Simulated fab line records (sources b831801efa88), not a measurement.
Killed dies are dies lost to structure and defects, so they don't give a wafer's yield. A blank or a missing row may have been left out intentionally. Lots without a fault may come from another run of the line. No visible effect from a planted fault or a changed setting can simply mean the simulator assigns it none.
Struck lot and sound lot, side by side + flow sky130 + 15 steps out of a route of 708
Sound: the wafers L839.2, L839.3, L839.5. Struck: wafer L844.2. (L844.4, L844.6 of the same lot were not struck and are left out.) The cause comes at the end.
Each step with rows lists, per side, the tool, then ch with its chambers, then its first start. Under that, the readings that differ: sound wafers + struck wafers + difference of the means + sigmas: that difference in standard deviations of wafers without a fault.
alike: same words and numbers on both sides, and readings whose means sit less than 2 such deviations apart. not compared: any withheld reading, any reading some wafer has no value for, any bound like >300 that may hide the same value, and any number with overlapping values for which the record gives no deviation.
A row with sigmas, a row that says differs or no value, or rows on one side alone: a step with any of these is where the two part. When numbers do not overlap yet have no deviation, they are printed without sigmas and do not part them. A reading missing from all wafers of one side parts the sides only when that side holds two or more wafers.

SKY_VIA2_CMP_02: polishes SiO2.
  sound on cmp-02 ch 1,2, day 34 18:28; struck on cmp-02 ch 1, day 36 11:17
  alike: motor_current_A, slurry_flow_ml_min
SKY_VIA2_BOW_MEAS_03:
  sound on film_metro-03 at day 34 18:47; struck on film_metro-03 at day 36 11:37
  alike: VIA2_BOW
then, 8 steps without rows for these wafers: SKY_VIA2_DEHYDRATE_04 (time 60 s); SKY_VIA2_HMDS_05 (prime time 60 s); SKY_VIA2_COAT_06 (resist thk 60 nm); SKY_VIA2_COAT_07 (resist thk 450 nm); SKY_VIA2_SOFTBAKE_08 (time 90 s); SKY_VIA2_EXPOSE_09 (exposes mask VIM2, target cd 200 nm); SKY_VIA2_PEB_10; SKY_VIA2_DEVELOP_11 (develop time 60 s).
SKY_VIA2_CD_MEAS_12: the cd target is 200 nm.
  sound on cd_sem-02 at day 35 21:37; struck on cd_sem-02 at day 37 13:59
  alike: cd_nm
SKY_VIA2_OVL_MEAS_13:
  sound on overlay-02 at day 35 21:44; struck on overlay-02 at day 37 14:06
  alike: VIA2_OVL
SKY_VIA2_ETCH_14: etches BARC in N2/H2, stops on SiO2, time 45.9 s, target depth 60 nm.
  sound on rie_diel-01 ch 0,1,3, day 35 21:46; struck on rie_diel-01 ch 2, day 37 14:08
| reading                                     | sound             | struck | difference | sigmas |
|---------------------------------------------|-------------------|--------|------------|--------|
| oes_product_au (a.u.)                       | 0.857 0.862 0.849 | 0.939  | +0.083     | +17    |
| run_length_s (s)                            | 74.3 74.9 73.6    | 70.6   | -3.7       | -9     |
| model.KrF-thick_of_VIA2_COAT_07.thk_nm (nm) | 393.1 393.7 393.7 | 397.2  | +3.7       |        |
  alike: drypump_motor_current_A, throttle_valve_pct
  not compared: rf_hours_counter_h
SKY_VIA2_ETCH_15: etches SiO2 in C4F8/O2/Ar, stops on TiN, target depth 546 nm, time 84 s.
  sound on rie_diel-01 ch 0,1,3, day 35 21:48; struck on rie_diel-01 ch 2, day 37 14:10
| reading                                     | sound             | struck | difference | sigmas |
|---------------------------------------------|-------------------|--------|------------|--------|
| model.KrF-thick_of_VIA2_COAT_07.thk_nm (nm) | 284.2 285.3 285.1 | 289    | +4         |        |
  alike: oes_product_au, run_length_s
  not compared: rf_hours_counter_h
SKY_VIA2_STRIP_16: strips in O2/N2.
  sound on plasma_asher-01 ch 1, day 35 21:52; struck on plasma_asher-01 ch 0, day 37 14:14
| reading                      | sound             | struck | difference | sigmas |
|------------------------------|-------------------|--------|------------|--------|
| drypump_motor_current_A (A)  | 5.0 5.0 5.0       | 6.4    | +1.4       | +3     |
| strip_time_to_endpoint_s (s) | 4.038 4.069 4.062 | 4.117  | +0.061     | +2     |
  alike: oes_product_au
  not compared: rf_hours_counter_h

## WHERE THEY PART
Last at SKY_VIA2_STRIP_16 as far as this record goes, first at SKY_VIA2_ETCH_14.

WHY: what the simulator had put in
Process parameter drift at SKY_VIA2_ETCH_14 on rie_diel-01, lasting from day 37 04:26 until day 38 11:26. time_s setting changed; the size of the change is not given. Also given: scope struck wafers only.
